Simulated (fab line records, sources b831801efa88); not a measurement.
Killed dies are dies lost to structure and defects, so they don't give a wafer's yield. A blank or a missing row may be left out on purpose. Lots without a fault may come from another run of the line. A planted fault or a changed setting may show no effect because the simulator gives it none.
fab line records | flow gf180mcu
record lots=5 wafers=15 last_day=34
route steps=602 shown V3@433 M4@456
lots that met no fault: from a run of the same line without faults
start_h: hours from the record's first day to the start of the lot's first wafer shown | wait_h: hours since the lot's step before | " the same as in the row above | L1.1+2: a row that stands for several wafers | - no value, or no start given | * or withheld: withheld | < > ~ a bound
route shown NAME@n: a module of which the file shows steps, and the number in the route of the first | usual: mean/standard deviation of fault-free wafers | same: alike in all rows | chamber/n: place in a boat | sites: the reading at each site | _std_site: their standard deviation | _edge_site: outer sites' mean less inner sites' | radius_mm: how far each site lies from the wafer's centre | mask NAME#n: copy n | behind: the tool/chamber that last shaped the wafer | hold: why the lot was held/for how many hours/how that ended | device: the transistor (n, p or np) that didn't switch | end of line: the same wafers' tests at the end of the route | a step without rows: its recipe alone | killed: dies lost to structure and defects at the first sort, not the wafer's yield | map: a wafer's dies, x killed, . not, _ none there
set.NAME: the setting as run; set.NAME@STEP: as run at that earlier step | model.NAME: the simulator's own value behind a step, which no gauge read
lots at some steps of the route; a table a step, a row a wafer
services: from which hour (start_h, from the record's first day; less than 0 if before it) a tool's chamber was out of use, for how many hours, and why
## steps
# step GF_V3_CMP_04
# recipe material=SiO2 down_force_psi=4 platen_rpm=60 pad_velocity_m_s=0.94248
# usual motor_current_A=11.8/0.86 retaining_ring_pressure_frac=1.000/0.0049 time_to_endpoint_s=82/6.8
# columns lot.wafer tool chamber start_h wait_h motor_current_A retaining_ring_pressure_frac time_to_endpoint_s
L077.2 cmp-02 3 513.00 0.1 12.6 1.003 71
L077.5 " 1 " " 10.9 0.995 82
L077.6 " 2 " " 12.3 0.999 73
L082.2 cmp-01 1 553.59 0.0 11.6 1.001 73
L082.1 " 3 " " 11.3 0.996 81
L082.5 " 1 " " 12.0 1.005 78
L083.4 cmp-02 1 566.06 0.0 11.2 1.000 95
L083.1 " 3 " " 12.8 1.001 80
L083.6 " 1 " " 11.8 1.005 87
L084.2 cmp-02 2 583.75 0.0 12.2 1.000 80
L084.4 " 1 " " 11.1 1.001 88
L084.6 " 3 " " 12.4 1.003 83
L095.1 cmp-01 2 664.09 0.1 13.8 1.004 95
L095.3 " 0 " " 10.4 1.005 80
L095.5 " 2 " " 12.8 1.004 100
# step GF_V3_BOW_MEAS_05
# recipe mode=bow
# usual V3_BOW=118/8
# columns lot.wafer tool chamber start_h wait_h V3_BOW[um]
L077.2 film_metro-02 - 513.22 0.2 138
L077.5 " - " " 122
L077.6 " - " " 117
L082.1 film_metro-01 - 553.89 0.1 115
L082.2 " - " " 112
L082.5 " - " " 114
L083.1 film_metro-02 - 566.36 0.1 122
L083.4 " - " " 128
L083.6 " - " " 127
L084.2 film_metro-02 - 584.07 0.3 108
L084.4 " - " " 115
L084.6 " - " " 117
L095.1 film_metro-01 - 664.39 0.2 114
L095.3 " - " " 127
L095.5 " - " " 132
# step GF_V3_DEHYDRATE_06
# recipe temp_c=200 time_s=60
# columns lot.wafer tool chamber start_h wait_h
L077.2+5+6 litho_track-02 0 524.55 11.3
L082.1+2+5 litho_track-04 0 564.28 10.4
L083.1+4+6 litho_track-04 0 576.63 10.2
L084.2+4+6 litho_track-03 0 594.12 10.0
L095.1+3+5 litho_track-03 0 673.54 9.1
# step GF_V3_HMDS_07
# recipe prime_time_s=60 prime_temp_c=120
# columns lot.wafer tool chamber start_h wait_h
L077.2+5+6 litho_track-02 0 524.70 0.1
L082.1+2+5 litho_track-04 0 564.43 0.1
L083.1+4+6 litho_track-04 0 576.78 0.1
L084.2+4+6 litho_track-03 0 594.27 0.1
L095.1+3+5 litho_track-03 0 673.69 0.1
# step GF_V3_COAT_08
# recipe resist=BARC temp_c=withheld time_s=withheld spin_rpm=withheld resist_thk_nm=withheld
# columns lot.wafer tool chamber start_h wait_h
L077.2+5+6 litho_track-02 0 524.85 0.1
L082.1+2+5 litho_track-04 0 564.58 0.1
L083.1+4+6 litho_track-04 0 576.93 0.1
L084.2+4+6 litho_track-03 0 594.42 0.1
L095.1+3+5 litho_track-03 0 673.84 0.1
# step GF_V3_COAT_09
# recipe resist=KrF spin_rpm=withheld resist_thk_nm=1000
# columns lot.wafer tool chamber start_h wait_h
L077.2+5+6 litho_track-02 0 - -
L082.1+2+5 litho_track-04 0 - -
L083.1+4+6 litho_track-04 0 - -
L084.2+4+6 litho_track-03 0 - -
L095.1+3+5 litho_track-03 0 - -
# step GF_V3_SOFTBAKE_10
# recipe temp_c=130 time_s=60 resist=KrF
# columns lot.wafer tool chamber start_h wait_h
L077.2+5+6 litho_track-02 0 - -
L082.1+2+5 litho_track-04 0 - -
L083.1+4+6 litho_track-04 0 - -
L084.2+4+6 litho_track-03 0 - -
L095.1+3+5 litho_track-03 0 - -
# step GF_V3_EXPOSE_11
# recipe mask_id=Via3 target_cd_nm=260 na=0.68 source_shape=conventional sigma_outer=0.6 dose_mj=38
# usual focus_offset_nm=0.0/0.61 reticle_temp_C=22.98/0.12
# columns lot.wafer tool chamber start_h wait_h mask focus_offset_nm reticle_temp_C
L077.2 krf_scanner-01 0 - - Via3#0 -0.3 22.89
L077.5 " 0 " " Via3#0 -1.3 22.81
L077.6 " 0 " " Via3#0 -0.7 22.77
L082.1 krf_scanner-01 0 - - Via3#0 0.3 23.15
L082.2 " 0 " " Via3#0 -0.4 23.10
L082.5 " 0 " " Via3#0 -0.2 23.13
L083.1 krf_scanner-02 0 - - Via3#0 0.5 23.26
L083.4 " 0 " " Via3#0 0.4 23.20
L083.6 " 0 " " Via3#0 0.0 22.97
L084.2 krf_scanner-02 0 - - Via3#0 0.3 22.91
L084.4 " 0 " " Via3#0 -0.6 22.91
L084.6 " 0 " " Via3#0 -0.4 22.74
L095.1 krf_scanner-01 0 - - Via3#0 -0.7 23.02
L095.3 " 0 " " Via3#0 -0.2 22.94
L095.5 " 0 " " Via3#0 -1.3 22.96
# step GF_V3_PEB_12
# recipe peb_temp_c=135 peb_time_s=90 resist=KrF
# columns lot.wafer tool chamber start_h wait_h
L077.2+5+6 litho_track-03 0 - -
L082.1+2+5 litho_track-04 0 - -
L083.1+4+6 litho_track-04 0 - -
L084.2+4+6 litho_track-02 0 - -
L095.1+3+5 litho_track-04 0 - -
# step GF_V3_DEVELOP_13
# recipe develop_time_s=60 resist=KrF dev_temp_c=21
# columns lot.wafer tool chamber start_h wait_h
L077.2+5+6 litho_track-03 0 536.17 0.2
L082.1+2+5 litho_track-04 0 575.28 0.2
L083.1+4+6 litho_track-04 0 587.48 0.2
L084.2+4+6 litho_track-02 0 604.95 0.2
L095.1+3+5 litho_track-04 0 683.53 0.2
# step GF_V3_CD_MEAS_14
# recipe target_cd_nm=260
# usual cd_nm=259.9/1.3
# columns lot.wafer tool chamber start_h wait_h cd_nm
L077.2 cd_sem-02 - 536.31 0.1 260.8
L077.5 " - " " 260.6
L077.6 " - " " 260.6
L082.1 cd_sem-02 - 575.43 0.1 258.5
L082.2 " - " " 257.9
L082.5 " - " " 258.8
L083.1 cd_sem-02 - 587.63 0.1 261.3
L083.4 " - " " 260.3
L083.6 " - " " 260.9
L084.2 cd_sem-01 - 605.09 0.1 259.0
L084.4 " - " " 258.9
L084.6 " - " " 258.1
L095.1 cd_sem-01 - 683.68 0.1 258.2
L095.3 " - " " 258.4
L095.5 " - " " 258.8
# step GF_V3_OVL_MEAS_15
# usual V3_OVL=1/5.4
# columns lot.wafer tool chamber start_h wait_h V3_OVL[nm]
L077.2 overlay-01 - 536.42 0.1 7
L077.5 " - " " 2
L077.6 " - " " 2
L082.1 overlay-01 - 575.55 0.1 6
L082.2 " - " " 0
L082.5 " - " " 9
L083.1 overlay-02 - 587.75 0.1 -10
L083.4 " - " " -5
L083.6 " - " " -6
L084.2 overlay-02 - 605.20 0.1 -3
L084.4 " - " " 0
L084.6 " - " " 1
L095.1 overlay-01 - 683.80 0.1 4
L095.3 " - " " 3
L095.5 " - " " 6
# step GF_V3_ETCH_16
# recipe chemistry=N2/H2 target_depth_a=withheld overetch_a=withheld time_s=withheld target=BARC ion_energy_ev=200 source_w=500 bias_w=100 pressure_mtorr=30 n2_flow_sccm=100 h2_flow_sccm=200
# usual drypump_motor_current_A=5.7/0.44 n2_flow_sccm=99.98/0.29 oes_product_au=0.855/0.0044 throttle_valve_pct=13.224/0.0089
# columns lot.wafer tool chamber start_h wait_h drypump_motor_current_A n2_flow_sccm oes_product_au throttle_valve_pct
L077.2 rie_diel-03 0 536.45 0.0 5.8 99.44 0.852 13.234
L077.5 " 0 " " 5.8 99.87 0.849 13.226
L077.6 " 1 " " 5.0 99.75 0.847 13.220
L082.1 rie_diel-03 1 575.59 0.0 4.9 99.68 0.851 13.222
L082.2 " 3 " " 5.7 99.72 0.861 13.227
L082.5 " 1 " " 4.9 99.29 0.851 13.211
L083.1 rie_diel-04 0 587.79 0.0 5.3 100.11 0.852 13.224
L083.4 " 1 " " 5.6 99.49 0.855 13.225
L083.6 " 0 " " 5.3 99.75 0.856 13.221
L084.2 rie_diel-03 1 605.23 0.0 4.9 100.20 0.855 13.227
L084.4 " 3 " " 5.7 99.90 0.857 13.237
L084.6 " 1 " " 5.0 100.08 0.862 13.219
L095.1 rie_diel-04 1 683.84 0.0 5.6 99.72 0.850 13.218
L095.3 " 2 " " 5.7 100.02 0.848 13.222
L095.5 " 3 " " 5.7 100.30 0.850 13.233
# step GF_V3_ETCH_17
# recipe chemistry=C4F8/O2/Ar mask_material=KrF target=SiO2 stop_on=TiN source_w=1500 bias_w=1200 pressure_mtorr=40 c4f8_flow_sccm=withheld O2_flow_sccm=6 Ar_flow_sccm=300 time_s=withheld target_depth_a=6350
# usual oes_product_au=0.856/0.0048
# columns lot.wafer tool chamber start_h wait_h oes_product_au
L077.2 rie_diel-03 0 - - 0.858
L077.5 " 0 " " 0.859
L077.6 " 1 " " 0.850
L082.1 rie_diel-03 1 - - 0.853
L082.2 " 3 " " 0.849
L082.5 " 1 " " 0.849
L083.1 rie_diel-04 0 - - 0.855
L083.4 " 1 " " 0.854
L083.6 " 0 " " 0.865
L084.2 rie_diel-03 1 - - 0.857
L084.4 " 3 " " 0.855
L084.6 " 1 " " 0.852
L095.1 rie_diel-04 1 - - 0.852
L095.3 " 2 " " 0.854
L095.5 " 3 " " 0.854
# step GF_V3_STRIP_18
# recipe chemistry=O2/N2 power_w=1400 pressure_mtorr=1500 platen_temp_c=250 o2_flow_sccm=3000 n2_flow_sccm=300 overash_fraction=0.5
# usual drypump_motor_current_A=5.6/0.58 heater_power_w=331/26 n2_flow_sccm=300.0/0.87 oes_product_au=0.592/0.0048 platen_temp_c=249.98/0.17
# same overash_fraction=0.5
# columns lot.wafer tool chamber start_h wait_h drypump_motor_current_A heater_power_w n2_flow_sccm oes_product_au platen_temp_c rf_hours_counter_h
L077.2 plasma_asher-01 1 536.58 - 6.0 314 299.9 0.591 249.89 73
L077.5 " 0 " " 4.7 364 299.7 0.601 250.12 -
L077.6 " 1 " " 6.0 326 299.6 0.598 249.98 -
L082.1 plasma_asher-01 0 575.72 - 4.7 370 300.2 0.597 250.19 78
L082.2 " 1 " " 6.0 324 299.6 0.588 249.86 78
L082.5 " 0 " " 4.7 355 299.9 0.597 250.25 -
L083.1 plasma_asher-04 1 587.92 - 6.1 348 299.6 0.588 249.94 89
L083.4 " 1 " " 6.1 333 298.4 0.595 250.02 -
L083.6 " 0 " " 5.3 308 301.0 0.595 249.76 -
L084.2 plasma_asher-01 1 605.36 - 6.0 325 300.0 0.594 249.88 81
L084.4 " 0 " " 4.7 361 300.1 0.587 250.14 -
L084.6 " 1 " " 6.0 323 299.4 0.593 249.98 -
L095.1 plasma_asher-03 1 683.97 - 6.4 326 299.9 0.595 250.12 29
L095.3 " 1 " " 6.4 334 298.9 0.593 250.09 -
L095.5 " 0 " " 5.5 271 299.8 0.588 250.23 -
# step GF_V3_STRIP_19
# recipe chemistry=post_etch_residue_remover time_s=1200 temp_c=72.5
# columns lot.wafer tool chamber start_h wait_h
L077.2+5+6 wet_bench-03 0 536.68 0.1
L082.1+2+5 wet_bench-04 3 575.84 0.1
L083.1+4+6 wet_bench-03 3 588.02 0.1
L084.2+4+6 wet_bench-01 3 605.46 0.1
L095.1+3+5 wet_bench-01 3 684.07 0.1
# step GF_V3_CLEAN_20
# recipe chemistry=DIW dry=n2_spin
# columns lot.wafer tool chamber start_h wait_h
L077.2+5+6 wet_bench-01 3 537.02 0.0
L082.1+2+5 wet_bench-01 2 576.18 0.0
L083.1+4+6 wet_bench-04 2 588.36 0.0
L084.2+4+6 wet_bench-04 0 605.83 0.0
L095.1+3+5 wet_bench-03 3 684.44 0.0
# step GF_V3_SPUTTER_21
# recipe material=Ti target_thk_nm=15 chamber_pressure_pa=5 power_w=2500 substrate_temp_c=200 time_s=83.89
# usual throttle_valve_pct=29.9/1.2
# columns lot.wafer tool chamber start_h wait_h throttle_valve_pct
L077.2 pvd_sputter-04 - 537.11 0.0 31.3
L077.5 " - " " 30.8
L077.6 " - " " 28.6
L082.1 pvd_sputter-01 - 576.28 0.0 27.5
L082.2 " - " " 28.8
L082.5 " - " " 30.0
L083.1 pvd_sputter-04 - 588.46 0.0 29.8
L083.4 " - " " 28.6
L083.6 " - " " 31.1
L084.2 pvd_sputter-03 - 605.92 0.0 29.7
L084.4 " - " " 32.5
L084.6 " - " " 30.8
L095.1 pvd_sputter-04 - 684.62 0.0 29.7
L095.3 " - " " 28.9
L095.5 " - " " 29.8
# step GF_V3_SPUTTER_22
# recipe material=TiN target_thk_nm=10 chamber_pressure_pa=5 power_w=4000 time_s=40
# usual throttle_valve_pct=29.9/1.2
# columns lot.wafer tool chamber start_h wait_h throttle_valve_pct
L077.2 pvd_sputter-04 - 537.17 0.0 31.1
L077.5 " - " " 31.1
L077.6 " - " " 28.6
L082.1 pvd_sputter-01 - 576.34 0.0 27.3
L082.2 " - " " 29.1
L082.5 " - " " 29.9
L083.1 pvd_sputter-04 - 588.52 0.0 30.1
L083.4 " - " " 28.8
L083.6 " - " " 31.1
L084.2 pvd_sputter-03 - 605.98 0.0 29.9
L084.4 " - " " 32.5
L084.6 " - " " 30.7
L095.1 pvd_sputter-04 - 684.68 0.0 29.8
L095.3 " - " " 28.7
L095.5 " - " " 30.1
# step GF_V3_CVD_23
# recipe material=W target_thk_nm=350 time_s=104.9 temp_c=400 pressure_torr=40
# usual heater_power_w=890/50
# columns lot.wafer tool chamber start_h wait_h heater_power_w
L077.2 cvd_w-01 0 537.21 0.0 830
L077.5 " 1 " " 907
L077.6 " 0 " " 868
L082.1 cvd_w-02 1 576.38 0.0 867
L082.2 " 1 " " 847
L082.5 " 1 " " 848
L083.1 cvd_w-01 1 588.56 0.0 928
L083.4 " 1 " " 927
L083.6 " 0 " " 854
L084.2 cvd_w-01 0 606.02 0.0 882
L084.4 " 0 " " 828
L084.6 " 0 " " 837
L095.1 cvd_w-01 1 684.72 0.0 895
L095.3 " 1 " " 933
L095.5 " 0 " " 857
# step GF_V3_RS_MEAS_24
# recipe thk_meas_gauge=four-point-probe reads=W_of_V3_CVD_23+TiN_of_V3_SPUTTER_22+Ti_of_V3_SPUTTER_21
# usual V3_W_RS=0.326/0.0047
# columns lot.wafer tool chamber start_h wait_h V3_W_RS[ohm/sq]
L077.2 film_metro-02 - 537.34 0.1 0.322
L077.5 " - " " 0.324
L077.6 " - " " 0.326
L082.1 film_metro-01 - 576.61 0.2 0.335
L082.2 " - " " 0.335
L082.5 " - " " 0.334
L083.1 film_metro-01 - 588.67 0.1 0.323
L083.4 " - " " 0.326
L083.6 " - " " 0.329
L084.2 film_metro-02 - 606.16 0.1 0.328
L084.4 " - " " 0.327
L084.6 " - " " 0.329
L095.1 film_metro-02 - 684.84 0.1 0.323
L095.3 " - " " 0.322
L095.5 " - " " 0.324
# step GF_V3_THK_MEAS_25
# recipe thk_meas_gauge=xrf reads=W_of_V3_CVD_23
# usual V3_W_THK=358/5.8
# columns lot.wafer tool chamber start_h wait_h V3_W_THK[nm]
L077.2 film_metro-02 - 537.45 0.1 363
L077.5 " - " " 361
L077.6 " - " " 357
L082.1 film_metro-01 - 576.73 0.1 348
L082.2 " - " " 348
L082.5 " - " " 349
L083.1 film_metro-01 - 588.79 0.1 362
L083.4 " - " " 360
L083.6 " - " " 355
L084.2 film_metro-02 - 606.27 0.1 355
L084.4 " - " " 358
L084.6 " - " " 355
L095.1 film_metro-02 - 684.96 0.1 365
L095.3 " - " " 366
L095.5 " - " " 362
# step GF_V3_CMP_26
# recipe stop_on=SiO2 down_force_psi=3.5 platen_rpm=60 t_overpolish_s=15 target_thk_nm=0 pad_velocity_m_s=0.94248
# usual motor_current_A=10.9/0.88 overpolish_run_s=15.001/0.009 retaining_ring_pressure_frac=1.001/0.0051 time_to_endpoint_s=87/6.6
# columns lot.wafer tool chamber start_h wait_h motor_current_A overpolish_run_s retaining_ring_pressure_frac time_to_endpoint_s
L077.2 cmp-01 1 537.50 0.0 10.7 15.009 0.991 84
L077.5 " 1 " " 10.9 15.000 1.001 81
L077.6 " 2 " " 12.7 15.008 0.998 96
L082.1 cmp-02 0 576.84 0.1 11.6 14.995 0.990 82
L082.2 " 1 " " 9.9 14.997 0.990 84
L082.5 " 3 " " 11.4 15.002 1.001 81
L083.1 cmp-02 1 588.90 0.1 10.2 15.004 0.999 90
L083.4 " 3 " " 11.6 15.008 1.008 83
L083.6 " 0 " " 11.2 14.996 1.006 83
L084.2 cmp-01 1 606.32 0.0 10.6 14.989 0.994 82
L084.4 " 3 " " 10.9 14.997 1.000 81
L084.6 " 2 " " 11.6 15.000 1.004 97
L095.1 cmp-02 2 685.07 0.1 10.9 15.000 0.995 82
L095.3 " 3 " " 11.2 14.999 0.997 89
L095.5 " 1 " " 9.8 14.987 0.995 90
# step GF_M4_SPUTTER_00
# recipe material=Ti target_thk_nm=37.5 arriving_ion_energy_ev=80 substrate_temp_c=200 chamber_pressure_pa=2 power_w=4000 time_s=150
# usual throttle_valve_pct=30.0/1.1
# columns lot.wafer tool chamber start_h wait_h throttle_valve_pct
L077.2 pvd_sputter-01 - 537.80 0.2 30.5
L077.5 " - " " 30.6
L077.6 " - " " 30.0
L082.1 pvd_sputter-02 - 577.09 0.2 32.0
L082.2 " - " " 31.0
L082.5 " - " " 29.2
L083.1 pvd_sputter-02 - 589.15 0.2 30.8
L083.4 " - " " 30.7
L083.6 " - " " 32.0
L084.2 pvd_sputter-04 - 606.62 0.2 28.7
L084.4 " - " " 29.9
L084.6 " - " " 29.8
L095.1 pvd_sputter-02 - 685.32 0.2 31.9
L095.3 " - " " 30.7
L095.5 " - " " 29.2
# step GF_M4_SPUTTER_01
# recipe material=TiN target_thk_nm=30 power_w=6500 time_s=25 chamber_pressure_pa=0.4
# usual throttle_valve_pct=30.0/1.1
# columns lot.wafer tool chamber start_h wait_h throttle_valve_pct
L077.2 pvd_sputter-01 - 537.90 0.1 30.7
L077.5 " - " " 30.3
L077.6 " - " " 30.0
L082.1 pvd_sputter-02 - 577.19 0.1 31.9
L082.2 " - " " 31.1
L082.5 " - " " 29.2
L083.1 pvd_sputter-02 - 589.25 0.1 30.8
L083.4 " - " " 30.9
L083.6 " - " " 31.6
L084.2 pvd_sputter-04 - 606.72 0.1 28.8
L084.4 " - " " 30.0
L084.6 " - " " 30.0
L095.1 pvd_sputter-02 - 685.42 0.1 31.8
L095.3 " - " " 30.6
L095.5 " - " " 29.4
# step GF_M4_SPUTTER_02
# recipe material=AlCu target_thk_nm=450 power_w=10600 time_s=23.9 chamber_pressure_pa=0.4
# usual throttle_valve_pct=30.0/1.1
# columns lot.wafer tool chamber start_h wait_h throttle_valve_pct
L077.2 pvd_sputter-01 - 537.93 0.0 30.2
L077.5 " - " " 30.6
L077.6 " - " " 29.9
L082.1 pvd_sputter-02 - 577.22 0.0 31.9
L082.2 " - " " 30.9
L082.5 " - " " 29.2
L083.1 pvd_sputter-02 - 589.28 0.0 30.8
L083.4 " - " " 31.2
L083.6 " - " " 31.8
L084.2 pvd_sputter-04 - 606.75 0.0 28.9
L084.4 " - " " 29.8
L084.6 " - " " 30.0
L095.1 pvd_sputter-02 - 685.45 0.0 31.7
L095.3 " - " " 30.5
L095.5 " - " " 29.1
# step GF_M4_SPUTTER_03
# recipe material=Ti target_thk_nm=10 substrate_temp_c=300 chamber_pressure_pa=0.3 power_w=3000 time_s=6.7
# usual throttle_valve_pct=30.0/1.1
# columns lot.wafer tool chamber start_h wait_h throttle_valve_pct
L077.2 pvd_sputter-01 - 537.96 0.0 30.6
L077.5 " - " " 30.3
L077.6 " - " " 29.6
L082.1 pvd_sputter-02 - 577.25 0.0 31.9
L082.2 " - " " 30.9
L082.5 " - " " 29.3
L083.1 pvd_sputter-02 - 589.31 0.0 30.8
L083.4 " - " " 31.1
L083.6 " - " " 31.8
L084.2 pvd_sputter-04 - 606.78 0.0 28.8
L084.4 " - " " 29.7
L084.6 " - " " 30.1
L095.1 pvd_sputter-02 - 685.48 0.0 32.0
L095.3 " - " " 30.6
L095.5 " - " " 29.5
# step GF_M4_SPUTTER_04
# recipe material=TiN target_thk_nm=50 power_w=6500 time_s=41.7 chamber_pressure_pa=0.4
# usual throttle_valve_pct=30.0/1.1
# columns lot.wafer tool chamber start_h wait_h throttle_valve_pct
L077.2 pvd_sputter-01 - 537.99 0.0 30.1
L077.5 " - " " 30.3
L077.6 " - " " 30.1
L082.1 pvd_sputter-02 - 577.27 0.0 32.0
L082.2 " - " " 31.0
L082.5 " - " " 29.0
L083.1 pvd_sputter-02 - 589.33 0.0 30.8
L083.4 " - " " 31.1
L083.6 " - " " 32.0
L084.2 pvd_sputter-04 - 606.80 0.0 28.8
L084.4 " - " " 30.0
L084.6 " - " " 29.9
L095.1 pvd_sputter-02 - 685.50 0.0 31.8
L095.3 " - " " 30.1
L095.5 " - " " 29.2
# step GF_M4_RS_MEAS_05
# recipe thk_meas_gauge=four-point-probe reads=TiN_of_M4_SPUTTER_04+Ti_of_M4_SPUTTER_03+AlCu_of_M4_SPUTTER_02+TiN_of_M4_SPUTTER_01+Ti_of_M4_SPUTTER_00
# usual M4_ALCU_RS=0.0699/0.00081
# columns lot.wafer tool chamber start_h wait_h M4_ALCU_RS[ohm/sq]
L077.2 film_metro-02 - 538.05 0.0 0.0702
L077.5 " - " " 0.0697
L077.6 " - " " 0.0705
L082.1 film_metro-04 - 577.31 0.0 0.0695
L082.2 " - " " 0.0709
L082.5 " - " " 0.0707
L083.1 film_metro-02 - 589.37 0.0 0.0693
L083.4 " - " " 0.0702
L083.6 " - " " 0.0695
L084.2 film_metro-04 - 606.86 0.0 0.0698
L084.4 " - " " 0.0700
L084.6 " - " " 0.0693
L095.1 film_metro-02 - 685.54 0.0 0.0689
L095.3 " - " " 0.0702
L095.5 " - " " 0.0697
# step GF_M4_THK_MEAS_06
# recipe thk_meas_gauge=xrf reads=AlCu_of_M4_SPUTTER_02
# usual M4_ALCU_THK=445/5.6
# columns lot.wafer tool chamber start_h wait_h M4_ALCU_THK[nm]
L077.2 film_metro-02 - 538.16 0.1 442
L077.5 " - " " 445
L077.6 " - " " 444
L082.1 film_metro-04 - 577.43 0.1 448
L082.2 " - " " 441
L082.5 " - " " 440
L083.1 film_metro-02 - 589.49 0.1 448
L083.4 " - " " 444
L083.6 " - " " 448
L084.2 film_metro-04 - 606.97 0.1 444
L084.4 " - " " 442
L084.6 " - " " 446
L095.1 film_metro-02 - 685.66 0.1 450
L095.3 " - " " 444
L095.5 " - " " 442
# step GF_M4_DEHYDRATE_07
# recipe temp_c=200 time_s=60
# columns lot.wafer tool chamber start_h wait_h
L077.2+5+6 litho_track-01 0 549.38 11.2
L082.1+2+5 litho_track-01 0 587.80 10.4
L083.1+4+6 litho_track-03 0 599.64 10.1
L084.2+4+6 litho_track-02 0 616.45 9.5
L095.1+3+5 litho_track-03 0 694.09 8.4
# step GF_M4_HMDS_08
# recipe prime_time_s=60 prime_temp_c=120
# columns lot.wafer tool chamber start_h wait_h
L077.2+5+6 litho_track-01 0 549.53 0.1
L082.1+2+5 litho_track-01 0 587.95 0.1
L083.1+4+6 litho_track-03 0 599.79 0.1
L084.2+4+6 litho_track-02 0 616.60 0.1
L095.1+3+5 litho_track-03 0 694.24 0.1
# step GF_M4_COAT_09
# recipe resist=KrF spin_rpm=withheld resist_thk_nm=1000
# columns lot.wafer tool chamber start_h wait_h
L077.2+5+6 litho_track-01 0 549.68 0.1
L082.1+2+5 litho_track-01 0 588.10 0.1
L083.1+4+6 litho_track-03 0 599.94 0.1
L084.2+4+6 litho_track-02 0 616.75 0.1
L095.1+3+5 litho_track-03 0 694.39 0.1
# step GF_M4_SOFTBAKE_10
# recipe temp_c=130 time_s=60 resist=KrF
# columns lot.wafer tool chamber start_h wait_h
L077.2+5+6 litho_track-01 0 549.83 0.1
L082.1+2+5 litho_track-01 0 588.25 0.1
L083.1+4+6 litho_track-03 0 600.09 0.1
L084.2+4+6 litho_track-02 0 616.90 0.1
L095.1+3+5 litho_track-03 0 694.54 0.1
# step GF_M4_EXPOSE_11
# recipe mask_id=Metal4 target_cd_nm=280 na=0.68 source_shape=conventional sigma_outer=0.6 dose_mj=28
# usual focus_offset_nm=0.1/0.52 reticle_temp_C=22.98/0.096
# columns lot.wafer tool chamber start_h wait_h mask focus_offset_nm reticle_temp_C
L077.2 krf_scanner-01 0 - - Metal4#0 0.7 23.02
L077.5 " 0 " " Metal4#0 -0.3 22.99
L077.6 " 0 " " Metal4#0 0.7 22.92
L082.1 krf_scanner-02 0 - - Metal4#0 0.4 23.03
L082.2 " 0 " " Metal4#0 0.2 23.13
L082.5 " 0 " " Metal4#0 0.3 23.13
L083.1 krf_scanner-02 0 - - Metal4#0 0.1 23.05
L083.4 " 0 " " Metal4#0 0.3 23.09
L083.6 " 0 " " Metal4#0 0.2 23.05
L084.2 krf_scanner-02 0 - - Metal4#0 0.9 23.02
L084.4 " 0 " " Metal4#0 -0.4 22.91
L084.6 " 0 " " Metal4#0 0.6 22.97
L095.1 krf_scanner-01 0 - - Metal4#0 -0.3 22.83
L095.3 " 0 " " Metal4#0 0.2 22.98
L095.5 " 0 " " Metal4#0 0.4 22.97
# step GF_M4_PEB_12
# recipe peb_temp_c=135 peb_time_s=90 resist=KrF
# columns lot.wafer tool chamber start_h wait_h
L077.2+5+6 litho_track-03 0 - -
L082.1+2+5 litho_track-02 0 - -
L083.1+4+6 litho_track-02 0 - -
L084.2+4+6 litho_track-02 0 - -
L095.1+3+5 litho_track-01 0 - -
# step GF_M4_DEVELOP_13
# recipe develop_time_s=60 dev_temp_c=21.99
# columns lot.wafer tool chamber start_h wait_h
L077.2+5+6 litho_track-03 0 560.87 0.2
L082.1+2+5 litho_track-02 0 598.82 0.2
L083.1+4+6 litho_track-02 0 610.22 0.2
L084.2+4+6 litho_track-02 0 627.00 0.2
L095.1+3+5 litho_track-01 0 703.60 0.2
# step GF_M4_CD_MEAS_14
# recipe target_cd_nm=280
# usual cd_nm=280.3/1.2
# columns lot.wafer tool chamber start_h wait_h cd_nm
L077.2 cd_sem-01 - 561.14 0.2 279.0
L077.5 " - " " 279.2
L077.6 " - " " 279.2
L082.1 cd_sem-02 - 598.97 0.1 278.7
L082.2 " - " " 278.2
L082.5 " - " " 278.6
L083.1 cd_sem-01 - 610.37 0.1 280.8
L083.4 " - " " 281.9
L083.6 " - " " 281.5
L084.2 cd_sem-02 - 627.14 0.1 279.7
L084.4 " - " " 279.5
L084.6 " - " " 280.6
L095.1 cd_sem-02 - 703.75 0.1 280.3
L095.3 " - " " 279.6
L095.5 " - " " 279.5
# step GF_M4_OVL_MEAS_15
# usual M4_OVL=2/4.9
# columns lot.wafer tool chamber start_h wait_h M4_OVL[nm]
L077.2 overlay-02 - 561.24 0.1 -1
L077.5 " - " " 3
L077.6 " - " " -3
L082.1 overlay-02 - 599.09 0.1 5
L082.2 " - " " 12
L082.5 " - " " 4
L083.1 overlay-01 - 610.49 0.1 4
L083.4 " - " " 6
L083.6 " - " " 9
L084.2 overlay-02 - 627.25 0.1 -2
L084.4 " - " " 3
L084.6 " - " " 0
L095.1 overlay-02 - 703.87 0.1 5
L095.3 " - " " 4
L095.5 " - " " 0
## services
# columns tool chamber start_h hours kind
krf_scanner-01 - 491.09 0.8 pm
cmp-02 - 506.63 1.8 repair
krf_scanner-02 - 526.01 0.8 pm
rie_diel-03 3 531.98 6.2 repair
rie_diel-03 3 542.51 9.0 repair
cmp-01 - 546.46 1.0 repair
rie_diel-03 - 552.64 1.1 repair
cmp-02 - 557.35 7.1 pm
krf_scanner-01 - 579.26 1.0 pm
krf_scanner-01 - 584.36 0.5 repair
rie_diel-03 0 589.89 6.6 repair
cmp-02 - 610.64 2.9 repair
cmp-02 - 617.11 1.2 repair
cmp-02 - 625.94 2.0 repair
krf_scanner-02 - 631.91 1.3 pm
rie_diel-03 0 642.57 4.0 repair
krf_scanner-02 - 645.05 1.0 pm
krf_scanner-01 - 655.90 1.3 pm
krf_scanner-01 - 659.89 0.8 pm
krf_scanner-02 - 677.19 1.3 repair
krf_scanner-02 - 689.02 0.2 repair
pvd_sputter-02 - 689.71 9.4 repair
cmp-02 - 690.08 2.1 repair
krf_scanner-02 - 694.81 0.8 pm
## key
fault none
